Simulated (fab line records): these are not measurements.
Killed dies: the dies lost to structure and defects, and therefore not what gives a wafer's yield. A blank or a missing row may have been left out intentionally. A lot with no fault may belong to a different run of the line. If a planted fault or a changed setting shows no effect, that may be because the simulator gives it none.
A lot that was struck, set against a sound lot || flow sfq-line || 17 out of 325 route steps
Sound: the wafers L195.1, L195.4, L195.5. The struck wafers were L188.2, L188.5, L188.6. The cause is named last.
Per side, at each step with rows, come the tool, then ch with its chambers, and then its first start. Under that, the readings that differ: sound wafers || struck wafers || difference of the means || sigmas: that difference in standard deviations of wafers without a fault.
alike: same words and numbers on both sides, and readings whose means sit less than 2 such deviations apart. not compared: any withheld reading, any reading some wafer has no value for, any bound like >300 that may hide the same value, and any number with overlapping values for which the record gives no deviation.
A row with sigmas, a row that says differs or no value, or rows on one side alone: a step with any of these is where the two part. Numbers that don't overlap but have no deviation are shown without sigmas and don't part them. A reading that every wafer of one side lacks parts them only if that side has two wafers or more.

SFQ_TRILAYER_I3_VIA_BARC_OPEN_VIA_ETCH_121: etches BARC in O2, target depth 125 nm, time 41.7 s.
  sound on rie-diel-04 ch 0,2, day 48 10:57; struck on rie-diel-01 ch 2,3, day 39 09:28
  alike: drypump-motor-current-A, oes-product-au
  not compared: rf-hours-counter-h
SFQ_TRILAYER_I3_VIA_ETCH_VIA_ETCH_088: etches SiO2 in CHF3, stops on Nb, target depth 260 nm.
  sound on rie-diel-04 ch 0,2, day 48 10:59; struck on rie-diel-01 ch 2,3, day 39 09:30
  alike: drypump-motor-current-A, oes-product-au
SFQ_TRILAYER_I3_VIA_STRIP_STRIP_089: strips in O2.
  sound on rie-metal-04 ch 1, day 48 11:06; struck on rie-metal-03 ch 0,1, day 39 09:37
  alike: drypump-motor-current-A, oes-product-au
  not compared: rf-hours-counter-h
then, 2 steps without rows for these wafers: SFQ_TRILAYER_I3_VIA_STRIP_SOLV_CLEAN_090 (cleans in NMP, time 600 s); SFQ_TRILAYER_M4_DEP_PRE_CLEAN_092 (time 22.5 s).
SFQ_TRILAYER_M4_DEP_SPUTTER_091: material Nb, target thk 200 nm, time 133.3 s.
  sound on pvd-sputter-03 at day 48 11:55; struck on pvd-sputter-06 at day 39 10:25
  alike: cathode-dc-power-W, chamber-pressure-pa, throttle-valve-pct
SFQ_M4_RS_MEAS_924: measures by four-point-probe.
  sound on film-metro-02 at day 48 12:00; struck on film-metro-04 at day 39 10:32
  alike: M4_NB_RS
then, 4 steps without rows for these wafers: SFQ_TRILAYER_M4_LITHO_COAT_098 (resist thk 62 nm); SFQ_TRILAYER_M4_LITHO_COAT_093 (resist thk 600 nm); SFQ_TRILAYER_M4_LITHO_SOFTBAKE_097; SFQ_TRILAYER_M4_LITHO_EXPOSE_094 (exposes mask M4, target cd 500 nm).
-- the record jumps here: 6 days lie between the struck wafers' starts before and after --
SFQ_TRILAYER_M4_LITHO_PEB_096: peb time 60 s.
  sound on litho-track-03 ch 0, day 49 05:43; struck on litho-track-03 ch 0, day 45 04:38
{"reading": "heater-power-total-W (W)", "sound": "79.21 79.20 79.09", "struck": "77.66 77.80 77.65", "difference": -1.46, "sigmas": -23}
{"reading": "plate-temp-C (C)", "sound": "115.07 115.14 115.14", "struck": "113.39 113.48 113.27", "difference": -1.74, "sigmas": -11}
then, 1 step without rows for these wafers: SFQ_TRILAYER_M4_LITHO_DEVELOP_095 (time 60 s).
SFQ_M4_OVL_MEAS_926:
  sound on overlay-02 at day 49 06:01; struck on overlay-02 at day 45 04:55
  alike: M4_OVL
SFQ_TRILAYER_M4_BARC_OPEN_METAL_ETCH_123: etches BARC in O2, target depth 125 nm, time 41.7 s.
  sound on rie-metal-02 ch 0,1, day 49 06:03; struck on rie-metal-03 ch 0,1, day 45 04:57
{"reading": "model.M4.cd-nm (nm)", "sound": "500.3 500 499.4", "struck": "528.3 528 529.3", "difference": "+28.6", "sigmas": ""}
  alike: drypump-motor-current-A, oes-product-au
  not compared: rf-hours-counter-h
SFQ_TRILAYER_M4_ETCH_METAL_ETCH_096: etches Nb in Cl2/Ar, stops on SiO2, target depth 240 nm, time 120 s.
  sound on rie-metal-02 ch 0,1, day 49 06:08; struck on rie-metal-03 ch 0,1, day 45 05:01
{"reading": "model.M4.cd-nm (nm)", "sound": "500.2 499.3 499.1", "struck": "527.4 527.8 528.4", "difference": "+28.3", "sigmas": ""}
  alike: drypump-motor-current-A, oes-product-au
  not compared: rf-hours-counter-h
SFQ_TRILAYER_M4_STRIP_STRIP_097: strips in O2.
  sound on rie-metal-02 ch 0,1, day 49 06:18; struck on rie-metal-03 ch 0,1, day 45 05:08
  alike: drypump-motor-current-A, oes-product-au
  not compared: rf-hours-counter-h

WHERE THEY PART
Only at SFQ_TRILAYER_M4_LITHO_PEB_096, as far as this record shows. Later steps at which nothing parts them and some readings are alike: SFQ_M4_OVL_MEAS_926, SFQ_TRILAYER_M4_BARC_OPEN_METAL_ETCH_123, SFQ_TRILAYER_M4_ETCH_METAL_ETCH_096, SFQ_TRILAYER_M4_STRIP_STRIP_097.

WHY: what had been put in by the simulator
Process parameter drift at SFQ_TRILAYER_M4_LITHO_PEB_096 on litho-track-03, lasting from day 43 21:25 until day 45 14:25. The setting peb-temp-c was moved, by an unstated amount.
